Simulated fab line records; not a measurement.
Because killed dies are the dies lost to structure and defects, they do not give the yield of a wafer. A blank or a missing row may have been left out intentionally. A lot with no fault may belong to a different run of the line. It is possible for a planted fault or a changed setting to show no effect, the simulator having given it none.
Shared-tool check || flow sky130 || 11 lots, 33 wafers sampled

THE REASON FOR OPENING IT
At SKY_SONOS_TUNNEL_TW_MEAS_12 the reading SONOS_TUNNEL_TW is flagged on 1 of 11 lots. Wafers without a fault read 197.2, standard deviation 1.7.
Rule: flag the lot when none of its wafers has a number, or when each of its wafers that has one lies beyond 4 standard deviations from that mean. The other lots count as sound.

{"lot": "L997", "measured": "day 12 11:53", "on": "film-metro-03", "SONOS_TUNNEL_TW, wafer by wafer": "195.6 196.8 197.3", "flag": ""}
{"lot": "L998", "measured": "day 12 12:02", "on": "film-metro-02", "SONOS_TUNNEL_TW, wafer by wafer": "196.2 197.3 197.5", "flag": ""}
{"lot": "L100", "measured": "day 13 02:02", "on": "film-metro-03", "SONOS_TUNNEL_TW, wafer by wafer": "196.6 198.1 197.5", "flag": ""}
{"lot": "L101", "measured": "day 13 21:01", "on": "film-metro-04", "SONOS_TUNNEL_TW, wafer by wafer": "199.7 199.6 199.4", "flag": ""}
{"lot": "L105", "measured": "day 14 19:50", "on": "film-metro-03", "SONOS_TUNNEL_TW, wafer by wafer": "196.5 197.0 196.2", "flag": ""}
{"lot": "L106", "measured": "day 15 04:49", "on": "film-metro-03", "SONOS_TUNNEL_TW, wafer by wafer": "196.7 197.1 196.5", "flag": ""}
{"lot": "L108", "measured": "day 15 18:34", "on": "film-metro-04", "SONOS_TUNNEL_TW, wafer by wafer": "30.3 30.5 30.3", "flag": "FLAGGED"}
{"lot": "L110", "measured": "day 16 10:03", "on": "film-metro-02", "SONOS_TUNNEL_TW, wafer by wafer": "195.3 196.0 196.2", "flag": ""}
{"lot": "L113", "measured": "day 17 06:40", "on": "film-metro-04", "SONOS_TUNNEL_TW, wafer by wafer": "200.0 199.3 200.2", "flag": ""}
{"lot": "L114", "measured": "day 17 15:59", "on": "film-metro-04", "SONOS_TUNNEL_TW, wafer by wafer": "199.1 198.5 199.3", "flag": ""}
{"lot": "L115", "measured": "day 18 00:40", "on": "film-metro-02", "SONOS_TUNNEL_TW, wafer by wafer": "194.8 195.6 196.8", "flag": ""}
Average over the flagged lots: 30.4; offset from the usual -166.8, equal to -98 standard deviations.

WHICH TOOL EACH LOT WENT THROUGH
2 process steps preceding the reading are held in the record, out of 708 steps in the route. Read each cell as the tool, then ch plus the chambers that the sampled wafers visited, then the start.
{"lot": "L997", "flag": "", "SKY_VT_ADJUST_LVTN_STRIP_09": "plasma-asher-04 ch 0,1, day 7 17:33", "SKY_SONOS_TUNNEL_EXPOSE_04": "iline-stepper-02 ch 0, day 11 23:28"}
{"lot": "L998", "flag": "", "SKY_VT_ADJUST_LVTN_STRIP_09": "plasma-asher-04 ch 0, day 7 18:15", "SKY_SONOS_TUNNEL_EXPOSE_04": "iline-stepper-01 ch 0, day 11 23:42"}
{"lot": "L100", "flag": "", "SKY_VT_ADJUST_LVTN_STRIP_09": "plasma-asher-01 ch 0,1, day 8 07:34", "SKY_SONOS_TUNNEL_EXPOSE_04": "iline-stepper-02 ch 0, day 12 13:42"}
{"lot": "L101", "flag": "", "SKY_VT_ADJUST_LVTN_STRIP_09": "plasma-asher-04 ch 1, day 8 21:29", "SKY_SONOS_TUNNEL_EXPOSE_04": "iline-stepper-01 ch 0, day 13 04:24"}
{"lot": "L105", "flag": "", "SKY_VT_ADJUST_LVTN_STRIP_09": "plasma-asher-04 ch 0,1, day 9 17:32", "SKY_SONOS_TUNNEL_EXPOSE_04": "iline-stepper-02 ch 0, day 14 06:22"}
{"lot": "L106", "flag": "", "SKY_VT_ADJUST_LVTN_STRIP_09": "plasma-asher-03 ch 0,1, day 9 23:57", "SKY_SONOS_TUNNEL_EXPOSE_04": "iline-stepper-02 ch 0, day 14 14:30"}
{"lot": "L108", "flag": "FLAGGED", "SKY_VT_ADJUST_LVTN_STRIP_09": "plasma-asher-01 ch 0,1, day 10 12:21", "SKY_SONOS_TUNNEL_EXPOSE_04": "iline-stepper-02 ch 0, day 15 05:46"}
{"lot": "L110", "flag": "", "SKY_VT_ADJUST_LVTN_STRIP_09": "plasma-asher-01 ch 0,1, day 11 02:14", "SKY_SONOS_TUNNEL_EXPOSE_04": "iline-stepper-02 ch 0, day 15 20:05"}
{"lot": "L113", "flag": "", "SKY_VT_ADJUST_LVTN_STRIP_09": "plasma-asher-01 ch 0,1, day 11 19:41", "SKY_SONOS_TUNNEL_EXPOSE_04": "iline-stepper-01 ch 0, day 16 16:08"}
{"lot": "L114", "flag": "", "SKY_VT_ADJUST_LVTN_STRIP_09": "plasma-asher-01 ch 0,1, day 12 03:50", "SKY_SONOS_TUNNEL_EXPOSE_04": "iline-stepper-02 ch 0, day 17 01:49"}
{"lot": "L115", "flag": "", "SKY_VT_ADJUST_LVTN_STRIP_09": "plasma-asher-01 ch 1, day 12 10:01", "SKY_SONOS_TUNNEL_EXPOSE_04": "iline-stepper-02 ch 0, day 17 09:12"}
These steps, and what they do:
- SKY_VT_ADJUST_LVTN_STRIP_09: strips in O2/N2.
- SKY_SONOS_TUNNEL_EXPOSE_04: exposes mask TUNM, target cd 410 nm.
- SKY_SONOS_TUNNEL_TW_MEAS_12

FLAGGED OVER TOTAL, TOOL BY TOOL (the gauges that took the reading come last)
{"step": "SKY_VT_ADJUST_LVTN_STRIP_09", "tool": "plasma-asher-01", "lots run": 6, "flagged": 1, "share of the flagged lots": "all", "sound lots run after its first flagged lot": "4 (L110,L113,L114,L115)"}
{"step": "SKY_VT_ADJUST_LVTN_STRIP_09", "tool": "plasma-asher-03", "lots run": 1, "flagged": 0, "share of the flagged lots": "none", "sound lots run after its first flagged lot": "-"}
{"step": "SKY_VT_ADJUST_LVTN_STRIP_09", "tool": "plasma-asher-04", "lots run": 4, "flagged": 0, "share of the flagged lots": "none", "sound lots run after its first flagged lot": "-"}
{"step": "SKY_SONOS_TUNNEL_EXPOSE_04", "tool": "iline-stepper-01", "lots run": 3, "flagged": 0, "share of the flagged lots": "none", "sound lots run after its first flagged lot": "-"}
{"step": "SKY_SONOS_TUNNEL_EXPOSE_04", "tool": "iline-stepper-02", "lots run": 8, "flagged": 1, "share of the flagged lots": "all", "sound lots run after its first flagged lot": "3 (L110,L114,L115)"}
{"step": "SKY_SONOS_TUNNEL_TW_MEAS_12", "tool": "film-metro-02", "lots run": 3, "flagged": 0, "share of the flagged lots": "none", "sound lots run after its first flagged lot": "-"}
{"step": "SKY_SONOS_TUNNEL_TW_MEAS_12", "tool": "film-metro-03", "lots run": 4, "flagged": 0, "share of the flagged lots": "none", "sound lots run after its first flagged lot": "-"}
{"step": "SKY_SONOS_TUNNEL_TW_MEAS_12", "tool": "film-metro-04", "lots run": 4, "flagged": 1, "share of the flagged lots": "all", "sound lots run after its first flagged lot": "2 (L113,L114)"}

WHAT THE TABLE PERMITS
All flagged lots were run by 3 table rows, namely plasma-asher-01 at SKY_VT_ADJUST_LVTN_STRIP_09, iline-stepper-02 at SKY_SONOS_TUNNEL_EXPOSE_04, film-metro-04 at SKY_SONOS_TUNNEL_TW_MEAS_12.
- plasma-asher-01 at SKY_VT_ADJUST_LVTN_STRIP_09 ran 6 lots, 1 of them flagged. Lots that were sound ran on it after the first flagged one (L110, L113, L114, L115); a persistent fault on the entire tool would not allow that.
- iline-stepper-02 at SKY_SONOS_TUNNEL_EXPOSE_04 ran 8 lots, 1 of them flagged. Lots that were sound ran on it after the first flagged one (L110, L114, L115); a persistent fault on the entire tool would not allow that.
- film-metro-04 at SKY_SONOS_TUNNEL_TW_MEAS_12 ran 4 lots, 1 of them flagged. Lots that were sound ran on it after the first flagged one (L113, L114); a persistent fault on the entire tool would not allow that.
None of the table's rows ran every flagged lot and, after the first, no sound lot.

WHAT WAS PUT IN BY THE SIMULATOR
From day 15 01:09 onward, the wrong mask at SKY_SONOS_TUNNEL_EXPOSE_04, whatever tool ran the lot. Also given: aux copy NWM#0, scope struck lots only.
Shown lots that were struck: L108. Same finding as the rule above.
